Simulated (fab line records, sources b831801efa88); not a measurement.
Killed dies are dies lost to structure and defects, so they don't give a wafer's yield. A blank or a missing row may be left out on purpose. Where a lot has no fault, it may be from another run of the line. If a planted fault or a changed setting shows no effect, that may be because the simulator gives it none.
fab line records    flow sky130
record: lots: 11  wafers: 33  last_day: 50
route steps=708 shown SD_N@351 CONTACT@410 METAL1@438 VIA1@474
lots that met no fault: from a run of the same line without faults
start_h: hours from the record's first day to the start of the lot's first wafer shown    wait_h: hours from the lot's prior step to this one    " repeats the value in the row above    L1.1+2: one row covering several wafers at once    - no value present, or no start provided    * or withheld: withheld    < > ~ a bound
route shown NAME@n: NAME is a module with steps in the file, n the number in the route of the first one    usual: mean/standard deviation of fault-free wafers    same: alike in all rows    chamber/n: place in a boat    sites: readings site by site    _std_site: how widely they spread, as a standard deviation    _edge_site: the outer-site mean with the inner-site mean subtracted    radius_mm: how far each site lies from the wafer's centre    mask NAME#n: copy n    behind: the tool/chamber that last shaped the wafer    hold: the reason the lot was held/the length of the hold in hours/how it ended    device: the n, p or np transistor that did not switch    end of line: the same wafers' tests at the end of the route    where a step has no rows: the recipe by itself    killed: not the wafer's yield, but the dies lost to structure and defects at the first sort    map: dies across one wafer; x = killed, . = not, _ = none there
set.NAME: the setting as run; set.NAME@STEP: as run at that earlier step    model.NAME: the simulator's own value behind a step, which no gauge read
the route's steps for a sample of lots (tables are steps, rows are wafers)
services: the hour from which a tool's chamber was out of use, counted from the record's first day as start_h (under 0 if before that day), plus the number of hours and why
== steps ==
step: SKY_SD_N_IMPLANT_09
recipe: species: As  energy_kev: 50  dose_cm2: 4e+15  tilt_deg: 0
usual: end_station_pressure_torr: 1.41e-05/1.2e-06
lot.wafer  tool          chamber  start_h  wait_h  end_station_pressure_torr
L511.2     implanter-02  0        671.73   0.0     1.24e-05
L511.3     "             0        "        "       1.29e-05
L511.5     "             0        "        "       1.25e-05
L512.4     implanter-03  0        685.69   0.1     1.61e-05
L512.5     "             0        "        "       1.48e-05
L512.6     "             0        "        "       1.54e-05
L513.1     implanter-02  0        687.12   0.0     1.22e-05
L513.2     "             0        "        "       1.35e-05
L513.6     "             0        "        "       1.27e-05
L514.2     implanter-03  0        693.09   0.0     1.49e-05
L514.3     "             0        "        "       1.47e-05
L514.4     "             0        "        "       1.51e-05
L519.2     implanter-03  0        729.24   0.0     1.55e-05
L519.3     "             0        "        "       1.47e-05
L519.5     "             0        "        "       1.59e-05
L521.1     implanter-02  0        740.08   0.0     1.35e-05
L521.2     "             0        "        "       1.45e-05
L521.3     "             0        "        "       1.23e-05
L522.1     implanter-03  0        742.27   0.0     1.47e-05
L522.4     "             0        "        "       1.39e-05
L522.5     "             0        "        "       1.51e-05
L526.1     implanter-02  0        784.02   0.0     1.22e-05
L526.3     "             0        "        "       1.31e-05
L526.6     "             0        "        "       1.28e-05
L528.1     implanter-03  0        788.72   0.0     5.17e-05
L528.5     "             0        "        "       5.3e-05
L528.6     "             0        "        "       5.42e-05
L529.2     implanter-03  0        800.56   0.0     4.92e-05
L529.3     "             0        "        "       5.38e-05
L529.6     "             0        "        "       5.14e-05
L530.2     implanter-03  0        804.06   0.0     5.53e-05
L530.5     "             0        "        "       5.25e-05
L530.6     "             0        "        "       5.19e-05
step: SKY_SD_N_STRIP_11
recipe: chemistry: O2/N2  power_w: 1400  pressure_mtorr: 1500  platen_temp_c: withheld  o2_flow_sccm: 3000  n2_flow_sccm: 300  overash_fraction: 0.5
usual: drypump_motor_current_A: 5.8/0.54  oes_product_au: 0.527/0.0049  strip_time_to_endpoint_s: 22.56/0.041
lot.wafer  tool             chamber  start_h  wait_h  drypump_motor_current_A  oes_product_au  rf_hours_counter_h  strip_time_to_endpoint_s
L511.2     plasma_asher-04  1        672.01   0.1     6.0                      0.524           85                  22.53
L511.3     "                0        "        "       5.7                      0.533           -                   22.59
L511.5     "                0        "        "       5.8                      0.522           -                   22.53
L512.4     plasma_asher-04  1        685.95   0.1     6.0                      0.527           -                   22.57
L512.5     "                1        "        "       5.9                      0.524           -                   22.53
L512.6     "                0        "        "       5.7                      0.517           -                   22.56
L513.1     plasma_asher-03  1        687.42   0.1     6.3                      0.527           55                  22.57
L513.2     "                0        "        "       4.9                      0.529           55                  22.52
L513.6     "                0        "        "       4.9                      0.530           -                   22.59
L514.2     plasma_asher-01  0        693.37   0.1     6.4                      0.529           101                 22.62
L514.3     "                1        "        "       5.6                      0.530           -                   22.55
L514.4     "                0        "        "       6.4                      0.529           -                   22.54
L519.2     plasma_asher-03  1        729.52   0.1     6.3                      0.524           59                  22.54
L519.3     "                1        "        "       6.3                      0.527           -                   22.52
L519.5     "                0        "        "       4.9                      0.530           -                   22.57
L521.1     plasma_asher-04  0        740.38   0.1     5.8                      0.531           92                  22.60
L521.2     "                1        "        "       6.0                      0.526           92                  22.58
L521.3     "                0        "        "       5.7                      0.523           -                   22.58
L522.1     plasma_asher-03  0        742.57   0.1     4.9                      0.528           60                  22.54
L522.4     "                1        "        "       6.3                      0.527           -                   22.52
L522.5     "                1        "        "       6.3                      0.531           -                   22.55
L526.1     plasma_asher-04  0        784.32   0.1     5.7                      0.528           96                  22.51
L526.3     "                0        "        "       5.8                      0.531           -                   22.57
L526.6     "                1        "        "       6.0                      0.530           -                   22.53
L528.1     plasma_asher-04  0        789.02   0.1     5.8                      0.516           97                  23.03
L528.5     "                0        "        "       5.8                      0.527           -                   23.14
L528.6     "                1        "        "       5.9                      0.521           -                   23.13
L529.2     plasma_asher-04  0        800.84   0.1     5.8                      0.520           98                  23.09
L529.3     "                1        "        "       6.0                      0.522           -                   23.07
L529.6     "                0        "        "       5.8                      0.523           -                   23.09
L530.2     plasma_asher-01  0        804.34   0.1     6.5                      0.518           6                   23.07
L530.5     "                1        "        "       5.6                      0.521           -                   23.08
L530.6     "                0        "        "       6.4                      0.530           -                   23.08
step: SKY_SD_N_RS_MEAS_16
recipe: thk_meas_gauge: four-point-probe
usual: SD_N_RS: 68.61/0.12
lot.wafer  tool           chamber  start_h  wait_h  SD_N_RS[ohm/sq]
L511.2     film_metro-02  -        672.41   0.1     68.58
L511.3     "              -        "        "       68.59
L511.5     "              -        "        "       68.69
L512.4     film_metro-03  -        686.36   0.1     68.40
L512.5     "              -        "        "       68.55
L512.6     "              -        "        "       68.36
L513.1     film_metro-02  -        687.80   0.1     68.60
L513.2     "              -        "        "       68.48
L513.6     "              -        "        "       68.69
L514.2     film_metro-02  -        693.77   0.1     68.75
L514.3     "              -        "        "       68.68
L514.4     "              -        "        "       68.73
L519.2     film_metro-02  -        729.92   0.1     68.63
L519.3     "              -        "        "       68.38
L519.5     "              -        "        "       68.65
L521.1     film_metro-02  -        740.77   0.1     68.52
L521.2     "              -        "        "       68.57
L521.3     "              -        "        "       68.51
L522.1     film_metro-03  -        742.95   0.1     68.72
L522.4     "              -        "        "       68.69
L522.5     "              -        "        "       68.54
L526.1     film_metro-02  -        784.70   0.1     68.61
L526.3     "              -        "        "       68.53
L526.6     "              -        "        "       68.71
L528.1     film_metro-02  -        789.41   0.1     67.61
L528.5     "              -        "        "       67.61
L528.6     "              -        "        "       67.57
L529.2     film_metro-03  -        801.24   0.1     67.46
L529.3     "              -        "        "       67.44
L529.6     "              -        "        "       67.56
L530.2     film_metro-02  -        804.74   0.1     67.72
L530.5     "              -        "        "       67.63
L530.6     "              -        "        "       67.75
step: SKY_CONTACT_CMP_04
recipe: material: SiO2  down_force_psi: 4  platen_rpm: 60  pad_velocity_m_s: 0.94248
usual: motor_current_A: 11.2/0.68  platen_rpm: 60.00/0.038  time_to_endpoint_s: 84/6.1
lot.wafer  tool    chamber  start_h  wait_h  motor_current_A  platen_rpm  time_to_endpoint_s
L511.2     cmp-01  2        732.07   0.1     10.6             59.95       77
L511.3     "       0        "        "       10.3             59.98       72
L511.5     "       1        "        "       12.2             59.97       79
L512.4     cmp-01  1        745.43   0.1     12.2             60.05       83
L512.6     "       0        "        "       10.3             59.93       77
L512.5     "       1        "        "       12.0             60.03       78
L513.2     cmp-01  3        747.04   0.1     10.5             60.02       80
L513.1     "       1        "        "       11.6             59.97       83
L513.6     "       2        "        "       10.3             59.94       78
L514.4     cmp-01  0        751.25   0.0     10.4             60.01       82
L514.2     "       2        "        "       10.8             60.00       80
L514.3     "       3        "        "       10.7             59.95       85
L519.2     cmp-02  2        787.64   0.0     11.7             60.03       81
L519.3     "       0        "        "       11.3             60.01       89
L519.5     "       2        "        "       12.0             60.01       78
L521.2     cmp-01  1        798.24   0.0     12.2             60.00       86
L521.1     "       2        "        "       10.5             59.98       84
L521.3     "       3        "        "       10.5             59.95       85
L522.1     cmp-01  0        800.17   0.1     10.5             60.09       77
L522.4     "       1        "        "       11.7             60.00       86
L522.5     "       3        "        "       10.9             59.98       85
L526.3     cmp-02  3        839.99   0.1     11.8             60.03       95
L526.1     "       0        "        "       11.2             60.05       84
L526.6     "       1        "        "       11.9             60.02       84
L528.1     cmp-02  1        846.06   0.1     11.7             60.00       79
L528.5     "       3        "        "       11.3             60.03       94
L528.6     "       0        "        "       11.3             59.97       90
L529.3     cmp-02  1        858.40   0.1     12.2             59.95       81
L529.2     "       2        "        "       11.8             59.97       72
L529.6     "       1        "        "       12.1             59.99       78
L530.2     cmp-01  2        860.09   0.2     11.1             59.99       83
L530.5     "       3        "        "       10.7             60.04       84
L530.6     "       0        "        "       10.8             60.06       85
step: SKY_METAL1_SPUTTER_04
recipe: material: TiN  target_thk_nm: 70  power_w: 6500  time_s: 58.3  chamber_pressure_pa: 0.4
usual: throttle_valve_pct: 30.1/0.74
same: time_s: 58.3
lot.wafer  tool            chamber  start_h  wait_h  throttle_valve_pct
L511.2     pvd_sputter-01  -        761.95   0.0     31.0
L511.3     "               -        "        "       30.6
L511.5     "               -        "        "       30.6
L512.4     pvd_sputter-04  -        774.52   0.0     29.9
L512.5     "               -        "        "       30.6
L512.6     "               -        "        "       30.4
L513.1     pvd_sputter-03  -        776.36   0.0     30.2
L513.2     "               -        "        "       30.8
L513.6     "               -        "        "       28.4
L514.2     pvd_sputter-03  -        780.33   0.0     30.1
L514.3     "               -        "        "       30.2
L514.4     "               -        "        "       28.3
L519.2     pvd_sputter-03  -        816.05   0.0     30.4
L519.3     "               -        "        "       28.5
L519.5     "               -        "        "       30.3
L521.1     pvd_sputter-03  -        826.57   0.0     30.3
L521.2     "               -        "        "       28.6
L521.3     "               -        "        "       30.3
L522.1     pvd_sputter-01  -        828.97   0.0     30.7
L522.4     "               -        "        "       30.3
L522.5     "               -        "        "       31.0
L526.1     pvd_sputter-03  -        868.53   0.0     30.4
L526.3     "               -        "        "       31.0
L526.6     "               -        "        "       30.4
L528.1     pvd_sputter-03  -        874.73   0.0     30.4
L528.5     "               -        "        "       30.4
L528.6     "               -        "        "       30.3
L529.2     pvd_sputter-04  -        886.65   0.0     30.6
L529.3     "               -        "        "       30.3
L529.6     "               -        "        "       30.4
L530.2     pvd_sputter-04  -        888.44   0.0     30.6
L530.5     "               -        "        "       30.3
L530.6     "               -        "        "       30.7
step: SKY_VIA1_STRIP_16
recipe: chemistry: O2/N2  power_w: 1400  pressure_mtorr: 1500  platen_temp_c: withheld  o2_flow_sccm: 3000  n2_flow_sccm: 300  overash_fraction: 0.5
usual: drypump_motor_current_A: 5.8/0.4  oes_product_au: 0.416/0.0045  strip_time_to_endpoint_s: 4.443/0.026
lot.wafer  tool             chamber  start_h  wait_h  drypump_motor_current_A  oes_product_au  rf_hours_counter_h  strip_time_to_endpoint_s
L511.2     plasma_asher-02  0        818.20   0.0     5.0                      0.421           38                  4.485
L511.3     "                0        "        "       4.9                      0.418           -                   4.466
L511.5     "                0        "        "       4.9                      0.412           -                   4.472
L512.4     plasma_asher-02  0        829.33   0.0     4.9                      0.427           -                   4.467
L512.5     "                1        "        "       5.4                      0.417           -                   4.418
L512.6     "                0        "        "       5.0                      0.414           -                   4.461
L513.1     plasma_asher-02  0        830.96   0.0     4.9                      0.408           40                  4.424
L513.2     "                1        "        "       5.4                      0.411           40                  4.410
L513.6     "                1        "        "       5.4                      0.416           -                   4.486
L514.2     plasma_asher-04  0        834.66   0.0     5.7                      0.411           100                 4.416
L514.3     "                1        "        "       6.0                      0.406           -                   4.458
L514.4     "                0        "        "       5.8                      0.414           -                   4.444
L519.2     plasma_asher-01  1        870.53   0.0     5.6                      0.414           13                  4.408
L519.3     "                1        "        "       5.6                      0.415           -                   4.442
L519.5     "                0        "        "       6.4                      0.412           -                   4.420
L521.1     plasma_asher-04  1        881.18   0.0     6.0                      0.421           105                 4.470
L521.2     "                0        "        "       5.8                      0.414           105                 4.451
L521.3     "                0        "        "       5.8                      0.416           -                   4.419
L522.1     plasma_asher-04  1        884.03   0.0     6.0                      0.422           105                 4.436
L522.4     "                0        "        "       5.7                      0.411           -                   4.422
L522.5     "                0        "        "       5.7                      0.408           -                   4.434
L526.1     plasma_asher-04  1        921.15   0.0     6.0                      0.412           109                 4.455
L526.3     "                0        "        "       5.8                      0.417           -                   4.427
L526.6     "                0        "        "       5.8                      0.421           -                   4.464
L528.1     plasma_asher-04  1        926.61   0.0     6.0                      0.419           109                 4.430
L528.5     "                1        "        "       6.0                      0.411           -                   4.416
L528.6     "                0        "        "       5.8                      0.413           -                   4.441
L529.2     plasma_asher-01  0        938.05   0.0     6.4                      0.410           20                  4.459
L529.3     "                0        "        "       6.4                      0.422           -                   4.438
L529.6     "                0        "        "       6.4                      0.420           -                   4.459
L530.2     plasma_asher-01  0        939.81   0.0     6.4                      0.407           20                  4.461
L530.5     "                1        "        "       5.6                      0.419           -                   4.460
L530.6     "                0        "        "       6.4                      0.412           -                   4.411
== services ==
tool             chamber  start_h  hours  kind
cmp-01           -        647.83   1.3    repair
cmp-02           -        659.59   2.0    repair
cmp-02           -        664.75   0.3    repair
cmp-01           -        667.09   4.2    repair
pvd_sputter-03   -        686.24   1.0    repair
cmp-01           -        706.00   4.2    repair
cmp-01           -        712.92   1.7    repair
plasma_asher-01  -        733.75   9.0    pm
pvd_sputter-03   -        736.96   16.1   repair
cmp-01           -        737.69   4.6    pm
cmp-01           -        752.21   0.9    repair
cmp-01           -        757.85   0.9    repair
implanter-03     -        785.79   1.7    repair
plasma_asher-04  -        813.30   14.6   pm
implanter-03     -        832.27   3.4    pm
implanter-03     -        835.70   2.5    repair
cmp-01           -        837.86   6.0    pm
implanter-03     -        843.54   2.5    pm
implanter-03     -        854.39   22.6   pm
cmp-01           -        872.10   10.1   pm
pvd_sputter-03   -        904.73   0.5    repair
plasma_asher-01  -        905.04   2.8    pm
cmp-01           -        906.90   1.4    repair
cmp-01           -        912.00   4.0    pm
== key ==
first_sign: step: SKY_SD_N_IMPLANT_09  reading: end_station_pressure_torr  direction: up  sigmas: 31  usual: 1.41e-05  struck: 5.25e-05
effect: step: SKY_SD_N_STRIP_11  reading: strip_time_to_endpoint_s  direction: up  sigmas: 13  usual: *  struck: *
effect: step: SKY_SD_N_RS_MEAS_16  reading: SD_N_RS  direction: down  sigmas: 8.9  usual: 68.61  struck: 67.59
met_at SKY_SD_N_IMPLANT_09
struck_lots L528,L529,L530
tester_left_out L528,L529,L530
not_acting_at SKY_CONTACT_CMP_04,SKY_METAL1_SPUTTER_04,SKY_VIA1_STRIP_16
onset_between 742.27 788.72
fault: kind: process_parameter_drift  tool: implanter-03  chamber: -  onset_h: 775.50  steps: SKY_SD_N_IMPLANT_09  channel: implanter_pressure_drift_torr  offset: 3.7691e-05  shape: step  end_h: 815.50
fault: kind: process_parameter_drift  tool: implanter-03  chamber: -  onset_h: 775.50  steps: SKY_SD_N_IMPLANT_09  channel: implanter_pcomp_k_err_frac  offset: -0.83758  shape: step  end_h: 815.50
tester_left_out: of these lots the tester's yield and bins aren't shown, on N5 and GAA mostly nor the transistor test; their killed dies are dies lost to structure and defects alone, not to doping, threshold or leakage, so they don't give the yield
